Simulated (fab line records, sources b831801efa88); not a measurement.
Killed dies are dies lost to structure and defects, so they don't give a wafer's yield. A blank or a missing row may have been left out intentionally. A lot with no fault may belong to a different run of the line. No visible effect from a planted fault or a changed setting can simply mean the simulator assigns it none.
fab line records ; flow sky130
record: lots: 13; wafers: 39; last_day: 50
route steps=708 shown METAL3@568 PAD_OPEN@708
lots that met no fault: from a run of the same line without faults
start_h: hours from the record's first day to the start of the lot's first wafer shown ; wait_h: hours since the lot's step before ; " unchanged from the row above ; L1.1+2: a single row standing in for several wafers ; - no value, or no start given ; * or withheld: withheld ; < > ~ a bound
route shown NAME@n: NAME is a module with steps in the file, n the number in the route of the first one ; usual: the fault-free wafers' mean and standard deviation ; same: alike in all rows ; chamber/n: place in a boat ; sites: readings site by site ; _std_site: their standard deviation ; _edge_site: inner sites' mean taken away from outer sites' mean ; radius_mm: for every site, how far away it sits from the centre of the wafer ; mask NAME#n: copy n ; behind: the most recent tool/chamber to have shaped the wafer ; hold: what put the lot on hold/how long, in hours/how the hold closed ; device: the n, p or np transistor that did not switch ; end of line: tests of these same wafers at the route's end ; for a step that has no rows: nothing shown but its recipe ; killed: not the wafer's yield, but the dies lost to structure and defects at the first sort ; map: the dies of a wafer, with x for killed, . for not killed, _ for no die there
set.NAME: the setting the step ran with; set.NAME@STEP: the setting that earlier step ran with ; model.NAME: the simulator's own value behind a step, which no gauge read
a sample of lots followed through the steps of the route, with each step as a table and each wafer as a row
services: when a tool's chamber went out of use (start_h, in hours from the record's first day, below 0 if earlier), for how many hours, and the reason
== steps ==
step: SKY_METAL3_METAL_ETCH_18
recipe: target_depth_a: 8450; stop_on: SiO2; over_etch_frac: 0.3; time_s: 183.1; chemistry: Cl2/BCl3; resist_sidewall_deg: 88; pressure_mtorr: 10; icp_w: 900; bias_w: 48.5; Cl2_flow_sccm: 60; bcl3_flow_sccm: 30
usual: bias_w: 48.51/0.14; drypump_motor_current_A: 6.01/0.23; mfc_cl2_sccm: 60.00/0.18; oes_product_au: 0.867/0.007; throttle_valve_pct: 22.264/0.0099
lot.wafer;tool;chamber;start_h;wait_h;bias_w;drypump_motor_current_A;mfc_cl2_sccm;oes_product_au;rf_hours_counter_h;throttle_valve_pct
L869.4;rie_metal-03;0;885.64;0.1;48.45;6.14;59.85;0.855;-;22.251
L869.5;rie_metal-03;1;885.64;0.1;48.65;5.92;59.59;0.857;-;22.246
L869.6;rie_metal-03;0;885.64;0.1;48.35;6.15;59.99;0.871;-;22.271
L870.3;rie_metal-01;1;895.15;0.1;48.66;6.12;59.95;0.864;-;22.264
L870.4;rie_metal-01;0;895.15;0.1;48.34;6.32;60.02;0.871;-;22.261
L870.5;rie_metal-01;0;895.15;0.1;48.37;6.32;60.00;0.870;-;22.260
L871.3;rie_metal-04;1;907.29;0.1;48.36;5.78;59.90;0.870;-;22.273
L871.5;rie_metal-04;0;907.29;0.1;48.74;5.70;59.98;0.870;-;22.273
L871.6;rie_metal-04;1;907.29;0.1;48.45;5.75;60.23;0.865;-;22.286
L872.3;rie_metal-01;0;912.81;0.1;48.72;6.31;60.03;0.872;-;22.251
L872.4;rie_metal-01;1;912.81;0.1;48.58;6.17;59.68;0.868;-;22.259
L872.6;rie_metal-01;1;912.81;0.1;48.50;6.19;59.84;0.853;-;22.260
L873.2;rie_metal-01;0;919.84;0.0;48.52;6.34;60.17;0.860;8;22.262
L873.4;rie_metal-01;1;919.84;0.0;48.62;6.19;59.78;0.879;-;22.273
L873.6;rie_metal-01;1;919.84;0.0;48.62;6.16;59.69;0.870;-;22.272
L874.1;rie_metal-01;1;925.59;0.0;48.59;6.14;60.00;0.862;16;22.283
L874.5;rie_metal-01;0;925.59;0.0;48.47;6.34;59.94;0.861;-;22.269
L874.6;rie_metal-01;1;925.59;0.0;48.61;6.18;60.14;0.863;-;22.260
L875.1;rie_metal-01;0;937.94;0.0;59.35;6.34;60.19;0.871;9;22.257
L875.4;rie_metal-01;1;937.94;0.0;48.58;6.19;60.00;0.868;-;22.252
L875.6;rie_metal-01;1;937.94;0.0;48.73;6.16;60.31;0.868;-;22.266
L876.4;rie_metal-01;0;942.15;0.1;58.77;6.34;60.01;0.871;-;22.277
L876.5;rie_metal-01;0;942.15;0.1;59.18;6.31;60.28;0.869;-;22.266
L876.6;rie_metal-01;1;942.15;0.1;48.48;6.15;60.03;0.871;-;22.257
L887.2;rie_metal-03;1;1025.16;0.0;48.34;5.84;59.99;0.865;22;22.259
L887.4;rie_metal-03;0;1025.16;0.0;48.35;6.11;60.10;0.870;-;22.272
L887.5;rie_metal-03;0;1025.16;0.0;48.75;6.11;60.17;0.856;-;22.256
L888.3;rie_metal-01;1;1027.16;0.1;48.46;6.15;59.91;0.863;-;22.268
L888.4;rie_metal-01;0;1027.16;0.1;48.81;6.32;59.81;0.869;-;22.274
L888.6;rie_metal-01;1;1027.16;0.1;48.32;6.13;59.72;0.864;-;22.272
L889.1;rie_metal-04;1;1034.69;0.0;48.63;5.80;60.18;0.876;12;22.261
L889.2;rie_metal-04;0;1034.69;0.0;48.19;5.70;60.00;0.863;10;22.288
L889.3;rie_metal-04;0;1034.69;0.0;48.25;5.69;59.87;0.856;-;22.267
L891.2;rie_metal-04;0;1044.66;0.0;48.43;5.71;59.79;0.863;11;22.265
L891.4;rie_metal-04;0;1044.66;0.0;48.57;5.70;59.89;0.869;-;22.245
L891.6;rie_metal-04;1;1044.66;0.0;48.56;5.79;60.04;0.867;-;22.273
L892.1;rie_metal-01;0;1045.69;0.0;48.54;6.34;60.26;0.870;15;22.258
L892.4;rie_metal-01;1;1045.69;0.0;48.43;6.12;60.24;0.869;-;22.264
L892.6;rie_metal-01;0;1045.69;0.0;48.47;6.34;60.16;0.868;-;22.263
step: SKY_METAL3_STRIP_19
recipe: chemistry: O2/N2; power_w: 1400; pressure_mtorr: 1500; platen_temp_c: withheld; o2_flow_sccm: 3000; n2_flow_sccm: 300; overash_fraction: 0.5
usual: drypump_motor_current_A: 5.7/0.38; oes_product_au: 0.504/0.006; strip_time_to_endpoint_s: 6.57/0.092
lot.wafer;tool;chamber;start_h;wait_h;drypump_motor_current_A;oes_product_au;rf_hours_counter_h;strip_time_to_endpoint_s
L869.4;plasma_asher-02;1;885.79;0.1;6.0;0.504;-;6.38
L869.5;plasma_asher-02;1;885.79;0.1;6.0;0.505;-;6.48
L869.6;plasma_asher-02;0;885.79;0.1;5.1;0.490;-;6.40
L870.3;plasma_asher-02;0;895.30;0.1;5.2;0.513;-;6.60
L870.4;plasma_asher-02;1;895.30;0.1;6.0;0.509;-;6.64
L870.5;plasma_asher-02;0;895.30;0.1;5.1;0.504;-;6.72
L871.3;plasma_asher-02;0;907.44;0.1;5.2;0.508;-;6.60
L871.5;plasma_asher-02;1;907.44;0.1;6.0;0.500;-;6.51
L871.6;plasma_asher-02;0;907.44;0.1;5.2;0.505;-;6.60
L872.3;plasma_asher-04;0;912.97;0.1;6.1;0.501;-;6.68
L872.4;plasma_asher-04;1;912.97;0.1;5.4;0.512;-;6.62
L872.6;plasma_asher-04;0;912.97;0.1;6.1;0.517;-;6.66
L873.2;plasma_asher-04;1;920.02;0.1;5.4;0.501;17;6.75
L873.4;plasma_asher-04;0;920.02;0.1;6.1;0.505;-;6.70
L873.6;plasma_asher-04;1;920.02;0.1;5.4;0.508;-;6.69
L874.1;plasma_asher-02;0;925.77;0.1;5.2;0.507;49;6.64
L874.5;plasma_asher-02;1;925.77;0.1;6.0;0.504;-;6.63
L874.6;plasma_asher-02;0;925.77;0.1;5.2;0.503;-;6.55
L875.1;plasma_asher-02;0;938.12;0.1;5.2;0.484;50;6.11
L875.4;plasma_asher-02;0;938.12;0.1;5.2;0.502;-;6.59
L875.6;plasma_asher-02;1;938.12;0.1;6.0;0.511;-;6.69
L876.4;plasma_asher-01;0;942.30;0.1;6.0;0.483;-;6.11
L876.5;plasma_asher-01;1;942.30;0.1;5.7;0.482;-;6.15
L876.6;plasma_asher-01;0;942.30;0.1;5.9;0.505;-;6.58
L887.2;plasma_asher-02;0;1025.33;0.1;5.1;0.505;59;6.50
L887.4;plasma_asher-02;0;1025.33;0.1;5.1;0.499;-;6.41
L887.5;plasma_asher-02;1;1025.33;0.1;6.0;0.498;-;6.41
L888.3;plasma_asher-01;1;1027.32;0.1;5.7;0.497;-;6.45
L888.4;plasma_asher-01;0;1027.32;0.1;6.0;0.503;-;6.61
L888.6;plasma_asher-01;1;1027.32;0.1;5.7;0.500;-;6.51
L889.1;plasma_asher-04;0;1034.87;0.1;6.1;0.509;28;6.65
L889.2;plasma_asher-04;1;1034.87;0.1;5.4;0.510;28;6.61
L889.3;plasma_asher-04;0;1034.87;0.1;6.1;0.497;-;6.58
L891.2;plasma_asher-04;0;1044.83;0.1;6.1;0.505;29;6.56
L891.4;plasma_asher-04;1;1044.83;0.1;5.4;0.508;-;6.57
L891.6;plasma_asher-04;0;1044.83;0.1;6.1;0.499;-;6.65
L892.1;plasma_asher-02;0;1045.87;0.1;5.2;0.505;61;6.48
L892.4;plasma_asher-02;1;1045.87;0.1;6.0;0.509;-;6.49
L892.6;plasma_asher-02;1;1045.87;0.1;6.0;0.502;-;6.52
step: SKY_PAD_OPEN_PROBE_99
usual: defect_limited_yield: 82.3/1.8; killed_at_M0_to_M3: 44/7.2; killed_at_M4_up: 3.1/1.8; killed_at_contacts: 24/4.5; killed_at_front_end: 16/4.4; killed_at_other: 0.2/0.42; killed_dies: 87/8.9; killed_on_rim: 17/4.1; killed_open: 48/6.4; killed_short: 39/6.2; sort_bin_3_pad_short: 0.9/0.46; sort_bin_5_function: 10.5/1.6; sort_bin_6_memory: 6.3/1.1; sort_n_pass: 405/8.9; sort_yield_pct: 82.3/1.8
same: gross_dies: 492; killed_at_back_side: 0; sort_bin_4_leakage[%]: 0; sort_bin_8_speed[%]: 0
lot.wafer;tool;chamber;start_h;wait_h;defect_limited_yield[%];killed_at_M0_to_M3;killed_at_M4_up;killed_at_contacts;killed_at_front_end;killed_at_other;killed_dies;killed_on_rim;killed_open;killed_short;sort_bin_3_pad_short[%];sort_bin_5_function[%];sort_bin_6_memory[%];sort_n_pass;sort_yield_pct[%]
L869.4;prober-01;-;1053.98;0.2;80.3;51;4;25;16;1;97;19;62;35;1.8;9.8;8.1;395;80.3
L869.5;prober-01;-;1054.03;0.2;81.3;48;3;16;25;0;92;21;47;45;2.2;11.8;4.7;400;81.3
L869.6;prober-01;-;1054.08;0.2;82.3;41;2;29;15;0;87;13;47;40;0.6;9.8;7.3;405;82.3
L870.3;prober-02;-;1064.22;0.2;81.7;49;5;22;14;0;90;16;48;42;0.6;10.8;6.9;402;81.7
L870.4;prober-02;-;1064.27;0.2;79.9;45;6;28;20;0;99;24;46;53;1.0;12.2;6.9;393;79.9
L870.5;prober-02;-;1064.32;0.2;83.1;42;2;24;14;1;83;19;47;36;0.8;10.6;5.5;409;83.1
L871.3;prober-01;-;1073.08;0.2;78.9;59;4;28;13;0;104;17;66;38;1.2;12.6;7.3;388;78.9
L871.5;prober-01;-;1073.18;0.2;82.1;53;2;23;10;0;88;20;51;37;1.0;10.4;6.5;404;82.1
L871.6;prober-01;-;1073.23;0.2;80.5;61;3;19;12;1;96;29;53;43;1.2;11.6;6.7;396;80.5
L872.3;prober-02;-;1076.17;0.2;83.5;33;3;24;19;2;81;14;44;37;1.2;10.0;5.3;411;83.5
L872.4;prober-02;-;1076.22;0.2;82.1;39;1;25;23;0;88;16;56;32;0.2;12.6;5.1;404;82.1
L872.6;prober-02;-;1076.32;0.2;82.3;40;1;22;23;1;87;20;41;46;0.2;11.2;6.3;405;82.3
L873.2;prober-01;-;1084.22;0.1;82.3;36;2;28;21;0;87;26;49;38;0.8;12.4;4.5;405;82.3
L873.4;prober-01;-;1084.32;0.2;81.3;50;7;20;15;0;92;18;40;52;0.8;10.2;7.7;400;81.3
L873.6;prober-01;-;1084.42;0.2;80.3;48;5;29;15;0;97;26;50;47;2.2;10.2;7.3;395;80.3
L874.1;prober-02;-;1088.31;0.1;84.1;41;6;21;10;0;78;17;51;27;0.2;10.0;5.7;414;84.1
L874.5;prober-02;-;1088.51;0.2;83.9;47;7;16;9;0;79;16;45;34;0.8;8.3;6.9;413;83.9
L874.6;prober-02;-;1088.56;0.2;83.9;43;3;20;13;0;79;14;42;37;0.6;7.7;7.7;413;83.9
L875.1;prober-01;-;1097.38;0.1;80.1;43;4;20;29;2;98;22;40;58;0.4;9.8;9.8;394;80.1
L875.4;prober-01;-;1097.53;0.2;82.7;38;2;23;22;0;85;17;51;34;0.8;10.2;6.3;407;82.7
L875.6;prober-01;-;1097.63;0.2;81.1;42;0;28;23;0;93;18;46;47;1.6;9.6;7.7;399;81.1
L876.4;prober-02;-;1103.00;0.2;82.1;43;1;21;23;0;88;18;45;43;0.6;11.4;5.9;404;82.1
L876.5;prober-02;-;1103.05;0.2;82.9;45;2;22;15;0;84;20;55;29;0.6;10.2;6.3;408;82.9
L876.6;prober-02;-;1103.10;0.2;81.7;38;2;33;17;0;90;13;46;44;0.4;10.8;7.1;402;81.7
L887.2;prober-01;-;1172.37;0.1;81.9;38;5;31;15;0;89;17;44;45;1.0;10.4;6.7;403;81.9
L887.4;prober-01;-;1172.47;0.2;81.1;44;6;24;18;1;93;13;50;43;1.2;11.2;6.5;399;81.1
L887.5;prober-01;-;1172.52;0.2;84.3;33;4;26;14;0;77;21;45;32;0;11.0;4.7;415;84.3
L888.3;prober-02;-;1174.32;0.2;84.6;39;3;21;13;0;76;23;41;35;1.0;7.9;6.5;416;84.6
L888.4;prober-02;-;1174.37;0.2;80.7;51;1;26;16;1;95;22;60;35;0.8;11.0;7.5;397;80.7
L888.6;prober-02;-;1174.47;0.2;83.7;54;1;11;13;1;80;19;48;32;0.6;10.2;5.5;412;83.7
L889.1;prober-01;-;1177.34;0.1;81.9;41;3;22;22;1;89;21;56;33;1.2;11.0;5.9;403;81.9
L889.2;prober-01;-;1177.39;0.1;79.9;39;4;32;24;0;99;18;51;48;1.0;12.8;6.3;393;79.9
L889.3;prober-01;-;1177.44;0.2;81.3;39;2;32;19;0;92;16;51;41;1.2;11.2;6.3;400;81.3
L891.2;prober-01;-;1187.72;0.1;81.5;52;1;22;16;0;91;17;48;43;0.2;12.4;5.9;401;81.5
L891.4;prober-01;-;1187.82;0.2;82.5;50;5;22;9;0;86;14;52;34;1.6;11.4;4.5;406;82.5
L891.6;prober-01;-;1187.92;0.2;81.5;43;0;30;18;0;91;20;53;38;1.6;12.4;4.5;401;81.5
L892.1;prober-02;-;1188.64;0.1;83.1;39;3;26;15;0;83;14;57;26;1.0;9.8;6.1;409;83.1
L892.4;prober-02;-;1188.79;0.2;83.3;42;3;18;19;0;82;15;46;36;1.0;10.0;5.7;410;83.3
L892.6;prober-02;-;1188.89;0.2;82.1;44;5;26;13;0;88;21;47;41;1.0;11.4;5.5;404;82.1
killed by level:class
L869.4 VIA1:geometric_particle:open=16 CONTACT:geometric_particle:open=11 VIA2:geometric_particle:open=9 VIA3:geometric_particle:open=7 POLY_GATE:geometric_particle:short=5 LI_CONTACT:geometric_particle:open=5 LOCAL_INTERCONNECT:geometric_particle:short=5 POLY_GATE:geometric_particle:open=4
L869.5 VIA1:geometric_particle:open=11 POLY_GATE:geometric_particle:open=8 METAL1:geometric_particle:short=8 VIA1:geometric_particle:short=6 LI_CONTACT:geometric_particle:open=5 VIA3:geometric_particle:open=5 POLY_GATE:geometric_particle:short=4 LOCAL_INTERCONNECT:geometric_particle:short=4
L869.6 CONTACT:geometric_particle:open=10 LI_CONTACT:geometric_particle:open=9 VIA2:geometric_particle:open=9 FIELD_ISO:geometric_particle:short=6 METAL1:geometric_particle:short=6 METAL2:geometric_particle:short=5 VIA1:geometric_particle:open=5 CONTACT:geometric_particle:short=4
L870.3 CONTACT:geometric_particle:open=9 LI_CONTACT:geometric_particle:open=7 VIA1:geometric_particle:short=7 VIA1:geometric_particle:open=7 VIA3:geometric_particle:open=7 METAL2:geometric_particle:short=6 POLY_GATE:geometric_particle:short=5 METAL1:geometric_particle:short=5
L870.4 CONTACT:geometric_particle:open=10 METAL2:geometric_particle:short=7 VIA3:geometric_particle:open=7 VIA1:geometric_particle:open=6 METAL4:geometric_particle:short=6 VIA2:geometric_particle:open=5 LI_CONTACT:geometric_particle:open=5 CONTACT:geometric_particle:short=5
L870.5 VIA1:geometric_particle:open=12 CONTACT:geometric_particle:open=7 FIELD_ISO:geometric_particle:open=5 FIELD_ISO:geometric_particle:short=5 METAL1:geometric_particle:short=5 LOCAL_INTERCONNECT:geometric_particle:short=5 VIA3:geometric_particle:short=5 METAL2:geometric_particle:short=5
L871.3 VIA1:geometric_particle:open=21 CONTACT:geometric_particle:open=16 LI_CONTACT:geometric_particle:open=7 METAL2:geometric_particle:short=6 VIA2:geometric_particle:open=6 METAL3:geometric_particle:short=6 VIA1:geometric_particle:short=5 FIELD_ISO:geometric_particle:short=4
L871.5 VIA1:geometric_particle:open=14 CONTACT:geometric_particle:open=10 METAL1:geometric_particle:short=8 VIA3:geometric_particle:open=7 VIA1:geometric_particle:short=7 LI_CONTACT:geometric_particle:open=5 VIA2:geometric_particle:short=5 VIA2:geometric_particle:open=5
L871.6 VIA1:geometric_particle:open=12 METAL2:geometric_particle:short=9 METAL1:geometric_particle:short=8 CONTACT:geometric_particle:open=7 VIA2:geometric_particle:open=7 VIA3:geometric_particle:open=7 LI_CONTACT:geometric_particle:open=6 FIELD_ISO:geometric_particle:open=5
L872.3 LI_CONTACT:geometric_particle:open=9 VIA3:geometric_particle:open=8 CONTACT:geometric_particle:open=7 FIELD_ISO:geometric_particle:open=5 FIELD_ISO:geometric_particle:short=4 VIA1:geometric_particle:short=4 VIA1:geometric_particle:open=4 VIA2:geometric_particle:open=4
L872.4 VIA1:geometric_particle:open=14 CONTACT:geometric_particle:open=12 FIELD_ISO:geometric_particle:short=6 POLY_GATE:geometric_particle:open=6 LI_CONTACT:geometric_particle:open=6 VIA3:geometric_particle:open=6 POLY_GATE:geometric_particle:short=4 VIA2:geometric_particle:open=4
L872.6 CONTACT:geometric_particle:open=11 FIELD_ISO:geometric_particle:short=7 METAL1:geometric_particle:short=6 VIA1:geometric_particle:open=6 VIA3:geometric_particle:open=6 VIA1:geometric_particle:short=5 POLY_GATE:geometric_particle:short=4 POLY_GATE:geometric_particle:open=4
L873.2 VIA1:geometric_particle:open=11 CONTACT:geometric_particle:open=10 FIELD_ISO:geometric_particle:open=6 VIA2:geometric_particle:open=6 LI_CONTACT:geometric_particle:short=5 LOCAL_INTERCONNECT:geometric_particle:short=4 POLY_GATE:geometric_particle:open=4 LI_CONTACT:geometric_particle:open=4
L873.4 VIA1:geometric_particle:open=16 CONTACT:geometric_particle:short=7 METAL4:geometric_particle:short=7 VIA1:geometric_particle:short=6 POLY_GATE:geometric_particle:short=5 LI_CONTACT:geometric_particle:short=5 VIA3:geometric_particle:open=5 CONTACT:geometric_particle:open=5
L873.6 CONTACT:geometric_particle:open=10 LI_CONTACT:geometric_particle:open=7 CONTACT:geometric_particle:short=7 VIA1:geometric_particle:open=7 METAL1:geometric_particle:short=6 VIA2:geometric_particle:short=6 VIA2:geometric_particle:open=6 VIA1:geometric_particle:short=5
L874.1 VIA2:geometric_particle:open=9 CONTACT:geometric_particle:open=8 VIA1:geometric_particle:open=6 VIA3:geometric_particle:open=6 LI_CONTACT:geometric_particle:open=5 CONTACT:geometric_particle:short=5 METAL1:geometric_particle:open=5 POLY_GATE:geometric_particle:open=4
L874.5 VIA1:geometric_particle:open=10 CONTACT:geometric_particle:open=9 VIA3:geometric_particle:open=7 VIA2:geometric_particle:open=6 METAL1:geometric_particle:short=5 POLY_GATE:geometric_particle:short=4 METAL4:geometric_particle:short=4 VIA1:geometric_particle:short=4
L874.6 VIA1:geometric_particle:open=12 LI_CONTACT:geometric_particle:open=7 VIA1:geometric_particle:short=7 CONTACT:geometric_particle:open=6 VIA3:geometric_particle:open=5 METAL1:geometric_particle:short=5 METAL2:geometric_particle:short=5 VIA2:geometric_particle:open=4
L875.1 POLY_GATE:geometric_particle:short=8 VIA1:geometric_particle:open=8 METAL2:geometric_particle:short=8 POLY_GATE:geometric_particle:open=7 LI_CONTACT:geometric_particle:open=6 LOCAL_INTERCONNECT:geometric_particle:short=6 VIA1:geometric_particle:short=6 VIA2:geometric_particle:short=6
L875.4 VIA1:geometric_particle:open=12 FIELD_ISO:geometric_particle:short=10 FIELD_ISO:geometric_particle:open=8 CONTACT:geometric_particle:open=8 LI_CONTACT:geometric_particle:open=7 VIA3:geometric_particle:open=7 LOCAL_INTERCONNECT:geometric_particle:short=4 VIA2:geometric_particle:open=4
L875.6 VIA1:geometric_particle:open=9 VIA2:geometric_particle:open=8 CONTACT:geometric_particle:open=8 LOCAL_INTERCONNECT:geometric_particle:short=7 FIELD_ISO:geometric_particle:short=6 POLY_GATE:geometric_particle:open=6 LI_CONTACT:geometric_particle:open=6 METAL2:geometric_particle:short=6
L876.4 VIA1:geometric_particle:open=13 METAL1:geometric_particle:short=7 LI_CONTACT:geometric_particle:open=7 POLY_GATE:geometric_particle:short=6 FIELD_ISO:geometric_particle:open=5 FIELD_ISO:geometric_particle:short=5 CONTACT:geometric_particle:open=5 LOCAL_INTERCONNECT:geometric_particle:short=4
L876.5 VIA1:geometric_particle:open=14 VIA2:geometric_particle:open=9 LI_CONTACT:geometric_particle:open=8 CONTACT:geometric_particle:open=6 FIELD_ISO:geometric_particle:open=5 METAL1:geometric_particle:short=5 POLY_GATE:geometric_particle:open=4 CONTACT:geometric_particle:short=4
L876.6 CONTACT:geometric_particle:open=12 VIA1:geometric_particle:open=11 VIA3:geometric_particle:open=9 CONTACT:geometric_particle:short=8 POLY_GATE:geometric_particle:short=7 LOCAL_INTERCONNECT:geometric_particle:short=7 FIELD_ISO:geometric_particle:short=5 VIA3:geometric_particle:short=5
L887.2 VIA1:geometric_particle:open=15 CONTACT:geometric_particle:open=10 LOCAL_INTERCONNECT:geometric_particle:short=8 CONTACT:geometric_particle:short=6 VIA3:geometric_particle:open=5 METAL1:geometric_particle:short=4 LI_CONTACT:geometric_particle:open=4 METAL4:geometric_particle:short=4
L887.4 VIA1:geometric_particle:open=13 CONTACT:geometric_particle:open=10 VIA3:geometric_particle:open=8 POLY_GATE:geometric_particle:open=5 LI_CONTACT:geometric_particle:open=5 METAL1:geometric_particle:short=5 FIELD_ISO:geometric_particle:short=4 POLY_GATE:geometric_particle:short=4
L887.5 CONTACT:geometric_particle:open=14 VIA2:geometric_particle:open=8 VIA3:geometric_particle:open=7 POLY_GATE:geometric_particle:short=5 LI_CONTACT:geometric_particle:open=4 LI_CONTACT:geometric_particle:short=4 VIA1:geometric_particle:open=4 METAL1:geometric_particle:short=3
L888.3 VIA1:geometric_particle:open=15 CONTACT:geometric_particle:open=7 VIA2:geometric_particle:open=5 FIELD_ISO:geometric_particle:short=4 LI_CONTACT:geometric_particle:short=4 VIA1:geometric_particle:short=4 CONTACT:geometric_particle:short=4 VIA3:geometric_particle:open=4
L888.4 LI_CONTACT:geometric_particle:open=14 VIA1:geometric_particle:open=14 VIA2:geometric_particle:open=9 METAL1:geometric_particle:short=7 FIELD_ISO:geometric_particle:open=5 LOCAL_INTERCONNECT:geometric_particle:short=5 VIA2:geometric_particle:short=5 VIA3:geometric_particle:open=4
L888.6 VIA1:geometric_particle:open=13 VIA2:geometric_particle:open=8 CONTACT:geometric_particle:open=6 METAL1:geometric_particle:short=6 VIA3:geometric_particle:open=6 VIA1:geometric_particle:short=5 METAL2:geometric_particle:short=5 POLY_GATE:geometric_particle:short=4
L889.1 VIA1:geometric_particle:open=10 CONTACT:geometric_particle:open=10 VIA2:geometric_particle:open=7 FIELD_ISO:geometric_particle:open=6 VIA3:geometric_particle:open=6 POLY_GATE:geometric_particle:open=5 POLY_GATE:geometric_particle:short=4 LI_CONTACT:geometric_particle:open=4
L889.2 CONTACT:geometric_particle:open=10 VIA1:geometric_particle:open=8 POLY_GATE:geometric_particle:open=7 LI_CONTACT:geometric_particle:open=7 LI_CONTACT:geometric_particle:short=7 FIELD_ISO:geometric_particle:open=6 POLY_GATE:geometric_particle:short=6 METAL1:geometric_particle:short=6
L889.3 CONTACT:geometric_particle:open=12 VIA1:geometric_particle:open=10 CONTACT:geometric_particle:short=8 FIELD_ISO:geometric_particle:open=7 LI_CONTACT:geometric_particle:open=7 METAL1:geometric_particle:short=7 VIA1:geometric_particle:short=6 FIELD_ISO:geometric_particle:short=5
L891.2 VIA1:geometric_particle:open=13 METAL2:geometric_particle:short=9 CONTACT:geometric_particle:open=7 VIA3:geometric_particle:open=6 POLY_GATE:geometric_particle:short=5 LI_CONTACT:geometric_particle:short=5 LOCAL_INTERCONNECT:geometric_particle:short=5 METAL1:geometric_particle:short=5
L891.4 VIA2:geometric_particle:open=12 LI_CONTACT:geometric_particle:open=8 VIA3:geometric_particle:open=7 VIA1:geometric_particle:open=7 CONTACT:geometric_particle:open=7 METAL1:geometric_particle:short=6 VIA1:geometric_particle:short=6 METAL2:geometric_particle:short=6
L891.6 CONTACT:geometric_particle:open=10 VIA2:geometric_particle:open=10 VIA1:geometric_particle:open=9 LI_CONTACT:geometric_particle:open=8 FIELD_ISO:geometric_particle:open=6 CONTACT:geometric_particle:short=6 METAL1:geometric_particle:short=5 METAL2:geometric_particle:short=5
L892.1 VIA1:geometric_particle:open=11 LI_CONTACT:geometric_particle:open=10 CONTACT:geometric_particle:open=9 VIA3:geometric_particle:open=6 VIA2:geometric_particle:open=6 FIELD_ISO:geometric_particle:open=5 VIA1:geometric_particle:short=5 POLY_GATE:geometric_particle:short=3
L892.4 VIA1:geometric_particle:open=8 VIA2:geometric_particle:open=8 FIELD_ISO:geometric_particle:open=7 CONTACT:geometric_particle:open=6 VIA3:geometric_particle:open=6 LOCAL_INTERCONNECT:geometric_particle:short=4 METAL3:geometric_particle:short=4 FIELD_ISO:geometric_particle:short=3
L892.6 VIA1:geometric_particle:open=12 CONTACT:geometric_particle:open=9 CONTACT:geometric_particle:short=7 METAL3:geometric_particle:short=6 VIA2:geometric_particle:open=6 POLY_GATE:geometric_particle:open=5 LI_CONTACT:geometric_particle:open=5 METAL4:geometric_particle:short=5
== services ==
tool;chamber;start_h;hours;kind
rie_metal-04;-;870.87;4.3;pm
plasma_asher-04;-;920.49;6.0;repair
rie_metal-04;-;997.46;1.0;repair
rie_metal-03;-;1000.16;0.3;repair
== key ==
first_sign: step: SKY_METAL3_METAL_ETCH_18; reading: bias_w; direction: up; sigmas: 75; usual: 48.51; struck: 59.10
effect: step: SKY_METAL3_STRIP_19; reading: strip_time_to_endpoint_s; direction: down; sigmas: 4.9; usual: *; struck: *
met_at SKY_METAL3_METAL_ETCH_18
struck_lots L875,L876
struck_wafers L875.1,L876.4,L876.5
onset_between 925.59 937.94
fault: kind: process_parameter_drift; tool: rie_metal-01; chamber: 0; onset_h: 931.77; steps: SKY_METAL3_METAL_ETCH_18; channel: bias_w; offset: 10.54; shape: step; end_h: 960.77; acts_in: these_recipes_only; stated: 48.5
